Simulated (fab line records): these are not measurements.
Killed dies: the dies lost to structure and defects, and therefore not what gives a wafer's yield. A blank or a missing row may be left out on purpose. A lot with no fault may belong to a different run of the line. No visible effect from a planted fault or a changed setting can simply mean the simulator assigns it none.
Comparing a struck lot with a sound one -- flow sfq_line -- 28 out of 325 route steps
Sound: the wafers L146.2, L146.3, L146.4. Struck: wafers L154.1, L154.6. (L154.2 of the same lot was not struck and is left out.) The cause comes at the end.
At each step with rows: each side's tool, then ch and its chambers, then its first start. Under that, the readings that differ: sound wafers -- struck wafers -- difference of the means -- sigmas: that difference in standard deviations of wafers without a fault.
alike: same words and numbers on both sides, and readings whose means sit less than 2 such deviations apart. not compared: any withheld reading, any reading some wafer has no value for, any bound like >300 that may hide the same value, and any number with overlapping values for which the record gives no deviation.
A row with sigmas, a row that says differs or no value, or rows on one side alone: a step with any of these is where the two part. Numbers that don't overlap but have no deviation are shown without sigmas and don't part them. A reading missing from all wafers of one side parts the sides only when that side holds two or more wafers.

first, 6 steps without rows for these wafers: SFQ_TRILAYER_M3_LITHO_COAT_080 (resist thk 62 nm); SFQ_TRILAYER_M3_LITHO_COAT_075 (resist thk 600 nm); SFQ_TRILAYER_M3_LITHO_SOFTBAKE_079; SFQ_TRILAYER_M3_LITHO_EXPOSE_076 (exposes mask M3, target cd 500 nm); SFQ_TRILAYER_M3_LITHO_PEB_078 (peb time 60 s); SFQ_TRILAYER_M3_LITHO_DEVELOP_077 (time 60 s).
SFQ_M3_OVL_MEAS_921:
  sound on overlay-01 at day 42 22:59; struck on overlay-01 at day 46 18:19
  alike: M3_OVL
SFQ_TRILAYER_M3_BARC_OPEN_METAL_ETCH_100: etches BARC in O2, target depth 125 nm, time 41.7 s.
  sound on rie_metal-03 ch 0, day 42 23:02; struck on rie_metal-04 ch 0, day 46 18:21
reading,sound,struck,difference,sigmas
drypump_motor_current_A (A),5.92 5.95 5.92,5.01 5.03,-0.91,-3
  alike: bias_w, oes_product_au
  not compared: rf_hours_counter_h
then, 1 step without rows for these wafers: SFQ_TRILAYER_M3_ETCH_METAL_ETCH_078 (etches Nb in Cl2/Ar, stops on SiO2, target depth 240 nm, time 120 s).
SFQ_TRILAYER_M3_STRIP_STRIP_079: strips in O2.
  sound on rie_metal-03 ch 0, day 42 23:35; struck on rie_metal-04 ch 0, day 46 18:32
reading,sound,struck,difference,sigmas
drypump_motor_current_A (A),5.93 5.94 5.91,5.03 5.03,-0.90,-3
  alike: oes_product_au
  not compared: rf_hours_counter_h
then, 1 step without rows for these wafers: SFQ_TRILAYER_M3_STRIP_SOLV_CLEAN_080 (cleans in NMP, time 600 s).
SFQ_TRILAYER_I3_DEP_PECVD_081: deposits SiO2 from SiH4/N2O, time 111.11 s, target thk 500 nm.
  sound on pecvd-04 ch 1,2, day 43 00:46; struck on pecvd-03 ch 2, day 46 19:19
  alike: chamber_pressure_Torr, heater_power_w, throttle_valve_pct
  not compared: since_wet_clean_h
SFQ_TRILAYER_I3_CMP_CMP_082: polishes SiO2.
  sound on cmp-02 ch 0,1,3, day 43 03:30; struck on cmp-02 ch 0, day 46 23:18
reading,sound,struck,difference,sigmas
time_to_endpoint_s (s),222 219 220,202 208,-15,-2
model.SiO2_of_TRILAYER_I3_DEP_PECVD_081.thk_nm (nm),199.8 200.4 199.9,219.5 219.8,+19.6,
  alike: edge_zone_pressure_frac, motor_current_A, platen_rpm
SFQ_I3_BOW_MEAS_922:
  sound on film_metro-01 at day 43 06:31; struck on film_metro-02 at day 47 02:18
  alike: I3_BOW
SFQ_TRILAYER_I3_METRO_MEASURE_083:
  sound on film_metro-01 at day 43 06:49; struck on film_metro-02 at day 47 02:25
reading,sound,struck,difference,sigmas
thk_nm (nm),199.8 200.3 199.9,219.3 219.7,+19.5,+20
then, 6 steps without rows for these wafers: SFQ_TRILAYER_I3_VIA_LITHO_COAT_090 (resist thk 62 nm); SFQ_TRILAYER_I3_VIA_LITHO_COAT_085 (resist thk 650 nm); SFQ_TRILAYER_I3_VIA_LITHO_SOFTBAKE_089; SFQ_TRILAYER_I3_VIA_LITHO_EXPOSE_086 (exposes mask I3, target cd 500 nm); SFQ_TRILAYER_I3_VIA_LITHO_PEB_088 (peb time 60 s); SFQ_TRILAYER_I3_VIA_LITHO_DEVELOP_087 (time 60 s).
-- the record jumps here: 6 days lie between the struck wafers' starts before and after --
SFQ_I3_OVL_MEAS_923:
  sound on overlay-02 at day 43 10:04; struck on overlay-01 at day 52 18:37
  alike: I3_OVL
SFQ_TRILAYER_I3_VIA_BARC_OPEN_VIA_ETCH_121: etches BARC in O2, target depth 125 nm, time 41.7 s.
  sound on rie_diel-03 ch 0,1,2, day 43 10:06; struck on rie_diel-03 ch 2, day 52 18:40
reading,sound,struck,difference,sigmas
bias_w (W),79.82 79.96 79.76,80.29 80.47,+0.53,+2
  alike: drypump_motor_current_A, oes_product_au
  not compared: rf_hours_counter_h
SFQ_TRILAYER_I3_VIA_ETCH_VIA_ETCH_088: etches SiO2 in CHF3, stops on Nb, target depth 260 nm.
  sound on rie_diel-03 ch 0,1,2, day 43 10:08; struck on rie_diel-03 ch 2, day 52 18:42
reading,sound,struck,difference,sigmas
oes_product_au (a.u.),0.854 0.851 0.853,0.913 0.905,+0.056,+11
model.I3.feature_depth_nm (nm),199.8 200.4 199.9,219.5 219.8,+19.6,
model.etch.depth_nm (nm),199.8 200.4 199.9,219.5 219.8,+19.6,
  alike: bias_w, drypump_motor_current_A
then, 2 steps without rows for these wafers: SFQ_TRILAYER_I3_VIA_STRIP_STRIP_089 (strips in O2); SFQ_TRILAYER_I3_VIA_STRIP_SOLV_CLEAN_090 (cleans in NMP, time 600 s).
SFQ_TRILAYER_M4_DEP_PRE_CLEAN_092: time 22.5 s.
  sound on pvd_sputter-04 at day 43 11:02; struck on pvd_sputter-05 at day 52 19:35
reading,sound,struck,difference,sigmas
model.SiO2_of_TRILAYER_I3_DEP_PECVD_081.thk_nm (nm),192.3 192.9 192.4,212 212.3,+20,
  alike: bias_v
SFQ_TRILAYER_M4_DEP_SPUTTER_091: material Nb, target thk 200 nm, time 133.3 s.
  sound on pvd_sputter-04 at day 43 11:04; struck on pvd_sputter-05 at day 52 19:37
  alike: chamber_pressure_pa, throttle_valve_pct

WHERE THEY PART
At SFQ_TRILAYER_M3_BARC_OPEN_METAL_ETCH_100 first; at SFQ_TRILAYER_I3_VIA_ETCH_VIA_ETCH_088 last (within this record only). Later steps at which nothing parts them and some readings are alike: SFQ_TRILAYER_M4_DEP_PRE_CLEAN_092, SFQ_TRILAYER_M4_DEP_SPUTTER_091.

WHY: what had been put in by the simulator
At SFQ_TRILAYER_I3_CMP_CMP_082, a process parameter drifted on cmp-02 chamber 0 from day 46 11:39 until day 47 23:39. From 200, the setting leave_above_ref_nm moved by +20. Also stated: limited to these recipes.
